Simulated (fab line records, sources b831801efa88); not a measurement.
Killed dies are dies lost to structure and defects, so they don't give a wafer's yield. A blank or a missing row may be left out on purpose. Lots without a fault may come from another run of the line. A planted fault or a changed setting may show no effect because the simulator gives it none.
A struck lot beside a sound one | flow sky130 | 42 steps out of a route of 708
Sound: wafers L993.1, L993.3, L993.5. Struck: wafers L104.1, L104.2, L104.3. The cause comes at the end.
At each step with rows: each side's tool, then ch and its chambers, then its first start. Under that, the readings that differ: sound wafers | struck wafers | difference of the means | sigmas: that difference in standard deviations of wafers without a fault.
alike: readings whose means differ by less than 2 such deviations, and words and numbers that are the same on both sides. not compared: withheld readings, readings that some wafer has no value for, bounds like >300 that may hide the same value, and numbers for which the record gives no deviation and whose values overlap.
The two part at a step that has a row with sigmas, a row that says differs or no value, or rows on one side only. Numbers that don't overlap but have no deviation are shown without sigmas and don't part them. A reading that every wafer of one side lacks parts them only if that side has two wafers or more.

SKY_POLY_CUT_ETCH_10: etches BARC in N2/H2, stops on SiO2, time 45.9 s, target depth 60 nm.
  sound on rie_diel-04 ch 0,1, day 26 14:32; struck on rie_diel-03 ch 0,2,3, day 30 17:56
  alike: drypump_motor_current_A, oes_product_au, throttle_valve_pct
  not compared: rf_hours_counter_h
then, 1 step without rows for these wafers: SKY_POLY_CUT_ETCH_11 (etches Si3N4 in CF4/CH2F2/Ar, stops on poly-Si, time 42.5 s, target depth 60 nm).
SKY_POLY_CUT_STRIP_12: strips in O2/N2.
  sound on plasma_asher-03 ch 0, day 26 14:37; struck on plasma_asher-03 ch 0,1, day 30 18:01
  alike: drypump_motor_current_A, oes_product_au, strip_time_to_endpoint_s
  not compared: rf_hours_counter_h
then, 7 steps without rows for these wafers: SKY_SD_P_DEHYDRATE_00 (time 60 s); SKY_SD_P_HMDS_01 (prime time 60 s); SKY_SD_P_COAT_02 (resist thk 1140 nm); SKY_SD_P_SOFTBAKE_03 (time 60 s); SKY_SD_P_EXPOSE_04 (exposes mask PSDM, target cd 380 nm); SKY_SD_P_PEB_05; SKY_SD_P_DEVELOP_06 (develop time 60 s).
SKY_SD_P_CD_MEAS_07: target cd 380 nm.
  sound on cd_sem-01, day 27 19:49; struck on cd_sem-01, day 31 21:37
  alike: cd_nm
SKY_SD_P_OVL_MEAS_08:
  sound on overlay-02, day 27 19:56; struck on overlay-02, day 31 21:44
  alike: SD_P_OVL
SKY_SD_P_IMPLANT_09:
  sound on implanter-04 ch 0, day 27 19:58; struck on implanter-03 ch 0, day 31 21:47
  reading       | sound          | struck         | difference | sigmas
  beam_on_s (s) | 12.5 12.7 13.0 | 14.5 14.3 14.9 | +1.8       | +2
SKY_SD_P_STRIP_10: strips in O2/N2.
  sound on plasma_asher-03 ch 0,1, day 27 20:07; struck on plasma_asher-01 ch 0,1, day 31 21:56
  alike: drypump_motor_current_A, oes_product_au, strip_time_to_endpoint_s
  not compared: rf_hours_counter_h
SKY_SD_P_TW_MEAS_11:
  sound on film_metro-01, day 27 20:13; struck on film_metro-01, day 31 22:02
  alike: SD_P_TW
then, 8 steps without rows for these wafers: SKY_RES_XHIGH_DEHYDRATE_00 (time 60 s); SKY_RES_XHIGH_HMDS_01 (prime time 62.52 s); SKY_RES_XHIGH_COAT_02 (resist thk 1140 nm); SKY_RES_XHIGH_SOFTBAKE_03 (time 60 s); SKY_RES_XHIGH_EXPOSE_04 (exposes mask URPM, target cd 1270 nm); SKY_RES_XHIGH_PEB_05; SKY_RES_XHIGH_DEVELOP_06 (develop time 60 s); SKY_RES_XHIGH_IMPLANT_07.
SKY_RES_XHIGH_STRIP_08: strips in O2/N2.
  sound on plasma_asher-02 ch 0,1, day 29 00:44; struck on plasma_asher-02 ch 0,1, day 33 01:28
  alike: drypump_motor_current_A, oes_product_au, strip_time_to_endpoint_s
  not compared: rf_hours_counter_h
SKY_RES_XHIGH_TW_MEAS_09:
  sound on film_metro-01, day 29 00:50; struck on film_metro-02, day 33 01:34
  reading      | sound          | struck         | difference | sigmas
  RES_XHIGH_TW | 1656 1653 1656 | 1609 1607 1621 | -43        | -2
then, 7 steps without rows for these wafers: SKY_SD_N_DEHYDRATE_00 (time 60 s); SKY_SD_N_HMDS_01 (prime time 60 s); SKY_SD_N_COAT_02 (resist thk 1140 nm); SKY_SD_N_SOFTBAKE_03 (time 60 s); SKY_SD_N_EXPOSE_04 (exposes mask NSDM, target cd 380 nm); SKY_SD_N_PEB_05; SKY_SD_N_DEVELOP_06 (develop time 60 s).
SKY_SD_N_CD_MEAS_07: target cd 380 nm.
  sound on cd_sem-01, day 30 04:59; struck on cd_sem-01, day 34 04:05
  alike: cd_nm
SKY_SD_N_OVL_MEAS_08:
  sound on overlay-02, day 30 05:07; struck on overlay-01, day 34 04:13
  alike: SD_N_OVL
then, 2 steps without rows for these wafers: SKY_SD_N_IMPLANT_09; SKY_SD_N_IMPLANT_10.
SKY_SD_N_STRIP_11: strips in O2/N2.
  sound on plasma_asher-01 ch 0,1, day 30 05:26; struck on plasma_asher-04 ch 0,1, day 34 04:33
  alike: drypump_motor_current_A, oes_product_au, strip_time_to_endpoint_s
  not compared: rf_hours_counter_h
SKY_SD_N_TW_MEAS_12:
  sound on film_metro-04, day 30 05:32; struck on film_metro-04, day 34 04:39
  alike: SD_N_TW
then, 2 steps without rows for these wafers: SKY_SD_N_CLEAN_13 (cleans in SC1/SC2, time 150 s); SKY_SD_N_RTA_14 (time 2 s).
SKY_SD_N_RS_MEAS_16: measures by four-point-probe.
  sound on film_metro-01, day 30 05:49; struck on film_metro-01, day 34 04:56
  alike: SD_N_RS
-- the record jumps here: 16 days lie between the struck wafers' starts before and after (it left off in module SD_N and takes up again in module PAD_OPEN, whose first step shown is number 708 of the route) --
SKY_PAD_OPEN_PROBE_99:
  sound on prober-01, day 47 12:19; struck on prober-01, day 50 02:36
  reading                                           | sound                   | struck                  | difference | sigmas
  killed_at_front_end                               | 29 15 23                | 12 11 11                | -11        | -3
  killed_at_other                                   | 1 1 2                   | 0 0 0                   | -1         | -3
  model.etest.pfet_g5v0d10v5.r_on_ohm_um            | 4729 4741 4800          | 4901 4838 4853          | +107       |
  model.etest.res_high_po.rs_ohm_sq_rim_less_centre | 5.198 7.767 7.599       | -7.698 -5.598 -4.427    | -12.762    |
  model.etest.pfet_g5v0d10v5.vt_long_v (V)          | -0.9229 -0.9243 -0.9287 | -0.9503 -0.9418 -0.9454 | -0.0205    |
  model.etest.pfet_16v.vt_v (V)                     | -1.092 -1.093 -1.098    | -1.119 -1.11 -1.116     | -0.021     |
  alike: killed_at_M0_to_M3, killed_at_M4_up, killed_at_contacts, killed_dies, killed_open, killed_short
  not compared: model.etest.pfet_g5v0d10v5.drive_ua_um, model.etest.pfet_01v8_lvt.drive_ua_um, model.etest.res_high_po.rs_ohm_sq_range

WHERE THEY PART
First at SKY_SD_P_IMPLANT_09; last, within this record, at SKY_PAD_OPEN_PROBE_99.

WHY: what the simulator had put in
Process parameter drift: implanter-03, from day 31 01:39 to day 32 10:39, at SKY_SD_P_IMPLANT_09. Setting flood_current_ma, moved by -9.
